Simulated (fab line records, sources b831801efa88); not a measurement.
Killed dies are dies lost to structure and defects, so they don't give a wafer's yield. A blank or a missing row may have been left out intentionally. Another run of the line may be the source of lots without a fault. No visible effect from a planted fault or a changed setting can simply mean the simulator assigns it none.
Problem report, 8D (eight disciplines) form, completed by code ; flow gf180mcu ; the parts of the form that need people (team, actions taken, sign-off) are left out

## 1. THE PROBLEM
Wafers with no fault read 397.6 W with a standard deviation of 1.4, whereas rf-fwd-power-W at GF_HV_LDD_ETCHBACK_58 reads a mean of 462.5 W on 1 wafer of 1 lot. That is +46 standard deviations from the usual mean.
The step: etches Si3N4 in CH3F/O2, stops on SiO2, time 100 s, target depth 90 nm.
First observed at day 15 12:23: wafer L968.5, on rie-diel-03. The record holds 39 wafers of 13 lots with a number at this step. By rule, "out" or "out of limits" means more than 4 standard deviations away from the usual mean. All remaining wafers that have a number are taken as sound.

## 2. WHAT IT IS, AND WHAT IT ISN'T
question;is;is not
which readings at this step;rf-fwd-power-W;drypump-motor-current-A, oes-product-au, throttle-valve-pct
which lots;L968;L959, L960, L961, L963, L964, L965, L976, L977, L979, L980, L981, L982
which wafers of those lots;L968.5;L968.3, L968.6
read on which tools;rie-diel-03;rie-diel-01, rie-diel-02
when;from day 15 12:23;"up to then (20 sound wafers); but 18 sound wafers of L976, L977, L979, L980, L981, L982 came after"

## 3. SUSPECTS, AND WHAT RULES EACH OUT
Counting: any tool at a process step up to the reading remains a suspect provided it ran every lot that is out. Sound lots after the first of them don't rule it out here, since some wafers of a struck lot are sound.
- rie-diel-03 at GF_HV_LDD_ETCHBACK_58 (etches Si3N4 in CH3F/O2, stops on SiO2, time 100 s, target depth 90 nm): kept. It processed L968, the lot that is out, at day 15 12:23, and its most recent sound lot before then was L965 at day 14 12:03. On those wafers its own readings are out: rf-fwd-power-W.
- rie-diel-03, GF_HV_LDD_ETCHBACK_58: wafers that are out in chamber 1, sound lot-mates in chambers 0, 2.
Left after counting: rie-diel-03 at GF_HV_LDD_ETCHBACK_58.

## 4. THE CAUSE (what the simulator had put in)
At GF_HV_LDD_ETCHBACK_58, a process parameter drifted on rie-diel-03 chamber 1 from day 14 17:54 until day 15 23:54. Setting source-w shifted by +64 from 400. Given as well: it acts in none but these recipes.
This tool alone remained once counting was done.

## 5. SEQUENCE OF EFFECTS, ordered by route
Each row: a reading where the mean over the struck wafers with a number is more than 3 standard deviations away from the usual. Readings are gone through only where the record gives a usual standard deviation; hours: the median, over the lots, of the time from a lot's start at the first step in this table giving one to that lot's start at this step; sigmas: the change measured in usual standard deviations.
hours;step;reading;usual;on struck wafers;change;sigmas
0;GF_HV_LDD_ETCHBACK_58;rf-fwd-power-W;397.6 W;462.5;+64.9;+46
Its process steps:
- GF_HV_LDD_ETCHBACK_58: etches Si3N4 in CH3F/O2, stops on SiO2, time 100 s, target depth 90 nm.
Later steps that measure or inspect, where all struck wafers having a row at the step show a number for every such reading and not one has moved that far: GF_V4_RS_MEAS_24.

## 6. WHAT WOULD HAVE CAUGHT IT SOONER
The fault began at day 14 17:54; the first out-of-limits reading in this record came at day 15 12:23, 18 hours later.
